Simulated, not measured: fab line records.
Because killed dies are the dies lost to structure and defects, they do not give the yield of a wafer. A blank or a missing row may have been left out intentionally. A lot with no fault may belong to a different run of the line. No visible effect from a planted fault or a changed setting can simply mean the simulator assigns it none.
Which of the tools did it? + flow sky130 + 14 lots with 42 wafers sampled at 6 steps, on a route of 708 steps

== WHAT THE GAUGES SHOWED, per wafer ==
SKY_SD_N_TW_MEAS_12.
| lot  | measured     | on            | SD_N_TW        |
|------|--------------|---------------|----------------|
| L295 | day 29 03:38 | film metro-04 | 4026 4012 4007 |
| L297 | day 29 05:31 | film metro-04 | 3989 4010 3988 |
| L299 | day 29 09:06 | film metro-02 | 4069 4066 4062 |
| L300 | day 29 19:18 | film metro-01 | 3989 3989 4004 |
| L301 | day 30 10:08 | film metro-02 | 4053 4069 4086 |
| L302 | day 30 20:32 | film metro-01 | 3975 3987 3985 |
| L306 | day 31 23:44 | film metro-02 | 31 31 31       |
| L307 | day 32 10:51 | film metro-01 | 30 30 30       |
| L308 | day 32 10:58 | film metro-02 | 4064 4051 4047 |
| L310 | day 33 07:01 | film metro-04 | 3981 4010 4002 |
| L311 | day 33 13:02 | film metro-04 | 3990 3974 3994 |
| L312 | day 33 17:15 | film metro-02 | 4064 4067 4046 |
| L315 | day 35 15:10 | film metro-02 | 4026 4015 4040 |
| L316 | day 36 10:10 | film metro-04 | 4013 4040 4040 |

SKY_LOCAL_INTERCONNECT_RS_MEAS_01: measurement is done with a four-point probe.
| lot  | measured     | on            | LOCAL_INTERCONNECT_TIN_RS (ohm/sq) |
|------|--------------|---------------|------------------------------------|
| L295 | day 30 10:10 | film metro-03 | 13.91 13.94 13.93                  |
| L297 | day 30 12:40 | film metro-04 | 14.05 14.06 14.03                  |
| L299 | day 30 16:03 | film metro-02 | 14.26 14.26 14.26                  |
| L300 | day 31 02:08 | film metro-04 | 14.11 14.01 14.23                  |
| L301 | day 31 15:52 | film metro-04 | 14.14 13.92 14.04                  |
| L302 | day 32 02:32 | film metro-04 | 13.99 14.04 14.14                  |
| L306 | day 33 05:19 | film metro-03 | 14.25 14.11 14.01                  |
| L307 | day 33 15:50 | film metro-02 | 14.12 14.16 14.16                  |
| L308 | day 33 17:08 | film metro-04 | 14.21 14.17 14.10                  |
| L310 | day 34 12:06 | film metro-04 | 14.24 14.07 14.06                  |
| L311 | day 34 18:11 | film metro-02 | 13.90 13.96 14.00                  |
| L312 | day 34 22:27 | film metro-02 | 14.03 14.14 14.04                  |
| L315 | day 36 19:34 | film metro-03 | 14.12 13.93 13.98                  |
| L316 | day 37 14:32 | film metro-02 | 13.94 14.02 14.22                  |

== TOOL THAT RAN EACH LOT (tool first, then ch and the chambers of the sampled wafers, then the start) ==
| lot  | SKY_POLY_CUT_STRIP_12                | SKY_RES_XHIGH_STRIP_08               | SKY_SD_N_STRIP_11                    | SKY_LOCAL_INTERCONNECT_SPUTTER_00 |
|------|--------------------------------------|--------------------------------------|--------------------------------------|-----------------------------------|
| L295 | plasma asher-02 ch 0,1, day 25 12:51 | plasma asher-03 ch 0,1, day 27 23:22 | plasma asher-03 ch 0,1, day 29 03:31 | pvd sputter-03, day 30 10:05      |
| L297 | plasma asher-01 ch 0,1, day 25 14:30 | plasma asher-02 ch 0,1, day 28 00:34 | plasma asher-04 ch 1, day 29 05:25   | pvd sputter-02, day 30 12:37      |
| L299 | plasma asher-04 ch 0,1, day 25 18:32 | plasma asher-01 ch 0,1, day 28 04:30 | plasma asher-03 ch 0,1, day 29 09:01 | pvd sputter-04, day 30 15:53      |
| L300 | plasma asher-02 ch 0,1, day 26 04:05 | plasma asher-03 ch 0,1, day 28 14:17 | plasma asher-03 ch 0,1, day 29 19:13 | pvd sputter-02, day 31 02:02      |
| L301 | plasma asher-02 ch 1, day 26 19:48   | plasma asher-03 ch 0,1, day 29 04:55 | plasma asher-04 ch 0,1, day 30 10:02 | pvd sputter-02, day 31 15:48      |
| L302 | plasma asher-01 ch 0,1, day 27 07:50 | plasma asher-03 ch 0, day 29 15:58   | plasma asher-04 ch 1, day 30 20:26   | pvd sputter-04, day 32 02:23      |
| L306 | plasma asher-01 ch 0,1, day 28 11:14 | plasma asher-03 ch 0,1, day 30 20:10 | plasma asher-04 ch 0,1, day 31 23:38 | pvd sputter-03, day 33 05:14      |
| L307 | plasma asher-01 ch 0,1, day 28 23:56 | plasma asher-02 ch 0,1, day 31 07:42 | plasma asher-02 ch 0,1, day 32 10:46 | pvd sputter-03, day 33 15:44      |
| L308 | plasma asher-04 ch 0,1, day 29 00:14 | plasma asher-01 ch 0,1, day 31 07:58 | plasma asher-03 ch 1, day 32 10:52   | pvd sputter-02, day 33 17:05      |
| L310 | plasma asher-02 ch 0,1, day 29 21:00 | plasma asher-02 ch 0,1, day 32 03:46 | plasma asher-03 ch 0,1, day 33 06:55 | pvd sputter-03, day 34 12:02      |
| L311 | plasma asher-01 ch 0,1, day 30 03:14 | plasma asher-03 ch 0,1, day 32 09:54 | plasma asher-03 ch 0,1, day 33 12:57 | pvd sputter-03, day 34 18:05      |
| L312 | plasma asher-04 ch 0,1, day 30 07:17 | plasma asher-02 ch 0,1, day 32 13:39 | plasma asher-02 ch 0,1, day 33 17:10 | pvd sputter-02, day 34 22:21      |
| L315 | plasma asher-01 ch 0,1, day 32 07:45 | plasma asher-02 ch 0,1, day 34 12:07 | plasma asher-02 ch 1, day 35 15:04   | pvd sputter-03, day 36 19:29      |
| L316 | plasma asher-01 ch 0,1, day 33 02:39 | plasma asher-01 ch 0,1, day 35 08:04 | plasma asher-04 ch 0,1, day 36 10:04 | pvd sputter-03, day 37 14:29      |
- SKY_POLY_CUT_STRIP_12: strips in O2/N2.
- SKY_RES_XHIGH_STRIP_08: strips in O2/N2.
- SKY_SD_N_STRIP_11: strips in O2/N2.
- SKY_LOCAL_INTERCONNECT_SPUTTER_00: material TiN, target thk 100 nm, time 83.3 s.

== WHAT THE TOOLS THEMSELVES READ (means of the sampled wafers that have a number; where no wafer has one, the mark that the record gives instead) ==
SKY_POLY_CUT_STRIP_12.
| lot  | tool            | chamber pressure mTorr (mTorr) | drypump motor current A (A) | oes product au (a.u.) | strip time to endpoint s (s) |
|------|-----------------|--------------------------------|-----------------------------|-----------------------|------------------------------|
| L295 | plasma asher-02 | 1499.6                         | 5.2                         | 0.454                 | 5.365                        |
| L297 | plasma asher-01 | 1501.0                         | 5.8                         | 0.454                 | 5.357                        |
| L299 | plasma asher-04 | 1500.4                         | 6.1                         | 0.445                 | 5.335                        |
| L300 | plasma asher-02 | 1498.8                         | 5.2                         | 0.451                 | 5.381                        |
| L301 | plasma asher-02 | 1500.1                         | 4.9                         | 0.453                 | 5.371                        |
| L302 | plasma asher-01 | 1500.0                         | 5.8                         | 0.455                 | 5.342                        |
| L306 | plasma asher-01 | 1499.5                         | 5.6                         | 0.453                 | 5.359                        |
| L307 | plasma asher-01 | 1499.8                         | 5.6                         | 0.452                 | 5.356                        |
| L308 | plasma asher-04 | 1499.7                         | 6.2                         | 0.454                 | 5.363                        |
| L310 | plasma asher-02 | 1500.0                         | 5.5                         | 0.453                 | 5.346                        |
| L311 | plasma asher-01 | 1500.1                         | 5.7                         | 0.451                 | 5.364                        |
| L312 | plasma asher-04 | 1500.8                         | 6.3                         | 0.454                 | 5.378                        |
| L315 | plasma asher-01 | 1500.8                         | 5.8                         | 0.457                 | 5.375                        |
| L316 | plasma asher-01 | 1499.3                         | 5.8                         | 0.455                 | 5.350                        |

SKY_RES_XHIGH_STRIP_08.
| lot  | tool            | chamber pressure mTorr (mTorr) | drypump motor current A (A) | oes product au (a.u.) | strip time to endpoint s (s) |
|------|-----------------|--------------------------------|-----------------------------|-----------------------|------------------------------|
| L295 | plasma asher-03 | 1499.6                         | 6.2                         | 0.711                 | 14.23                        |
| L297 | plasma asher-02 | 1499.1                         | 5.2                         | 0.708                 | 14.24                        |
| L299 | plasma asher-01 | 1500.3                         | 5.6                         | 0.709                 | 14.23                        |
| L300 | plasma asher-03 | 1499.8                         | 6.2                         | 0.713                 | 14.24                        |
| L301 | plasma asher-03 | 1500.3                         | 5.8                         | 0.712                 | 14.29                        |
| L302 | plasma asher-03 | 1500.9                         | 6.5                         | 0.710                 | 14.27                        |
| L306 | plasma asher-03 | -                              | -                           | -                     | -                            |
| L307 | plasma asher-02 | -                              | -                           | -                     | -                            |
| L308 | plasma asher-01 | 1500.7                         | 5.8                         | 0.713                 | 14.24                        |
| L310 | plasma asher-02 | 1500.2                         | 5.2                         | 0.714                 | 14.23                        |
| L311 | plasma asher-03 | 1500.2                         | 6.1                         | 0.714                 | 14.23                        |
| L312 | plasma asher-02 | 1499.9                         | 5.4                         | 0.711                 | 14.20                        |
| L315 | plasma asher-02 | 1499.5                         | 5.2                         | 0.711                 | 14.28                        |
| L316 | plasma asher-01 | 1500.2                         | 5.8                         | 0.711                 | 14.30                        |

SKY_SD_N_STRIP_11.
| lot  | tool            | chamber pressure mTorr (mTorr) | drypump motor current A (A) | oes product au (a.u.) | strip time to endpoint s (s) |
|------|-----------------|--------------------------------|-----------------------------|-----------------------|------------------------------|
| L295 | plasma asher-03 | 1501.2                         | 5.8                         | 0.527                 | 22.54                        |
| L297 | plasma asher-04 | 1500.9                         | 6.0                         | 0.526                 | 22.55                        |
| L299 | plasma asher-03 | 1499.1                         | 6.2                         | 0.525                 | 22.58                        |
| L300 | plasma asher-03 | 1500.7                         | 5.8                         | 0.526                 | 22.52                        |
| L301 | plasma asher-04 | 1499.9                         | 6.3                         | 0.528                 | 22.58                        |
| L302 | plasma asher-04 | 1498.8                         | 6.0                         | 0.525                 | 22.59                        |
| L306 | plasma asher-04 | 1500.0                         | 6.3                         | 0.615                 | 39.42                        |
| L307 | plasma asher-02 | 1500.4                         | 5.4                         | 0.614                 | 39.56                        |
| L308 | plasma asher-03 | 1498.6                         | 5.5                         | 0.526                 | 22.59                        |
| L310 | plasma asher-03 | 1498.8                         | 6.2                         | 0.528                 | 22.57                        |
| L311 | plasma asher-03 | 1500.1                         | 6.2                         | 0.530                 | 22.57                        |
| L312 | plasma asher-02 | 1499.7                         | 5.2                         | 0.528                 | 22.61                        |
| L315 | plasma asher-02 | 1498.5                         | 4.9                         | 0.530                 | 22.55                        |
| L316 | plasma asher-04 | 1499.8                         | 6.3                         | 0.529                 | 22.54                        |

SKY_LOCAL_INTERCONNECT_SPUTTER_00.
| lot  | tool           | throttle valve pct (%) |
|------|----------------|------------------------|
| L295 | pvd sputter-03 | 29.5                   |
| L297 | pvd sputter-02 | 30.8                   |
| L299 | pvd sputter-04 | 28.5                   |
| L300 | pvd sputter-02 | 30.3                   |
| L301 | pvd sputter-02 | 29.5                   |
| L302 | pvd sputter-04 | 30.4                   |
| L306 | pvd sputter-03 | 29.9                   |
| L307 | pvd sputter-03 | 29.4                   |
| L308 | pvd sputter-02 | 30.4                   |
| L310 | pvd sputter-03 | 30.4                   |
| L311 | pvd sputter-03 | 30.1                   |
| L312 | pvd sputter-02 | 30.1                   |
| L315 | pvd sputter-03 | 29.0                   |
| L316 | pvd sputter-03 | 29.8                   |

== THE ANSWER, worked out from the rows above alone ==
Rule: the usual values come from the lots themselves. Put in order of their means at a reading, lots are off if they are a third of the lots or fewer, leave a main group of 4 or more, and stand apart from it by a gap of 3 or more times the standard deviation of the main group's means; of several such gaps the widest counts. The tables above print the reading to a certain number of digits; a main group whose means all agree to those digits is not used. A lot without any number at a reading at which 4 lots or more have one is off too. Any other lot the step has rows for is counted as sound. First the gauges in route order, then the tools' own readings, where a lot's mean is used as printed above. At the first step where some lot is off, the reading lying furthest off is the one used; lots without a number count as furthest.
Off: L306, L307, at SKY_SD_N_TW_MEAS_12 (SD_N_TW). For the main group the mean is 4023 and the standard deviation 31.
A tool fits if, at a process step before that reading, it ran every lot that is off, and no sound lot after the first of them. Not tried: the gauges at SKY_SD_N_TW_MEAS_12; whatever is off there is also off at SKY_RES_XHIGH_STRIP_08, on other tools, and gauge error can't account for it. Not one of the candidates tried fits.

== WHAT THE SIMULATOR HAD INSERTED ==
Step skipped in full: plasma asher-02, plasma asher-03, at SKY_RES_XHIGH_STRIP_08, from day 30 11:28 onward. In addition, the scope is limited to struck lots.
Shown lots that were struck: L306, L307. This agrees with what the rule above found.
